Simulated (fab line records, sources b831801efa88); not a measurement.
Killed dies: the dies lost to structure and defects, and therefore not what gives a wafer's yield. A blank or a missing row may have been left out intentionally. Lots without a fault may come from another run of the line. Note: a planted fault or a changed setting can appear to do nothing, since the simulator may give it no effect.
2 desks looking at one fault | flow gf180mcu | every desk sees just its own numbers, and what lay behind them comes last

METROLOGY DESK
What the gauges read, lot by lot, whatever tool the lot ran on: means of the sampled wafers that have a number. If a lot's mean is further than 4 standard deviations from the usual mean, the lot is out of limits and carries the mark OUT (the distance appears in the brackets).
Columns: A = POLY_GATE_OVL at GF_POLY_GATE_OVL_MEAS_11, usual 0 nm; B = HV_LDD_2_TW at GF_HV_LDD_TW_MEAS_23, usual 1057
lot  | first seen here | A  | B
L523 | day 9 12:16     | 1  | 1050
L524 | day 9 21:41     | 1  | 1048
L526 | day 10 14:28    | 6  | 1044
L527 | day 10 17:05    | 7  | 1071
L528 | day 11 03:00    | 1  | 1070
L529 | day 11 03:12    | -8 | 1044
L531 | day 12 01:26    | -0 | 1050
L532 | day 12 06:29    | 1  | 1064
L533 | day 12 10:37    | -2 | 1067
L535 | day 13 04:05    | -1 | 1064
L537 | day 13 17:30    | 5  | 1050
L538 | day 14 01:44    | -1 | 1056
L539 | day 14 08:35    | -5 | 1064
L542 | day 15 06:45    | -6 | 1053
This desk's verdict: no lot among the 14 shows anything out of limits.

DESK OF THE TOOL OWNER: litho track-03
The tool's own readings at GF_HV_LDD_DEVELOP_45 (develop time 60 s): means of the sampled wafers that have a number, for each lot that ran on this tool. If a lot's mean is further than 4 standard deviations from the usual mean, the lot is out of limits and carries the mark OUT (the distance appears in the brackets).
Columns: A = developer temp C at GF_HV_LDD_DEVELOP_45, usual 23.00 C
lot  | first seen here | A
L526 | day 13 22:46    | 23.04
L528 | day 14 11:32    | 23.06
L531 | day 15 15:25    | 22.95
L532 | day 15 21:50    | 23.11
L533 | day 16 02:28    | 23.08
L535 | day 16 22:10    | 22.98
L537 | day 17 12:50    | 23.07
L539 | day 18 03:19    | 23.73 (+6.6) OUT
L542 | day 19 05:52    | 23.59 (+5.4) OUT
This desk's finding: out of limits on L539, L542; first on L539, day 18 03:19 (developer temp C at GF_HV_LDD_DEVELOP_45). In limits: L526, L528, L531, L532, L533, L535, L537.

TAKEN TOGETHER
The tool owner's desk had the chance to raise an alarm at day 18 03:19 on L539, L542.
At the metrology desk, nothing out of limits was observed.
The metrology desk holds a record of L539, L542, inside its limits.
Every lot named ran GF_HV_LDD_DEVELOP_45 on litho track-03.

WHAT THE SIMULATOR HAD INSERTED
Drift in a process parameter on litho track-03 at GF_HV_LDD_DEVELOP_45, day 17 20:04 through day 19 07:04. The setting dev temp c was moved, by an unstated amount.
Shown lots that were struck: L539, L542.
Time in hours from fault onset to the first out-of-limits reading at each desk: the tool owner's desk, 7.
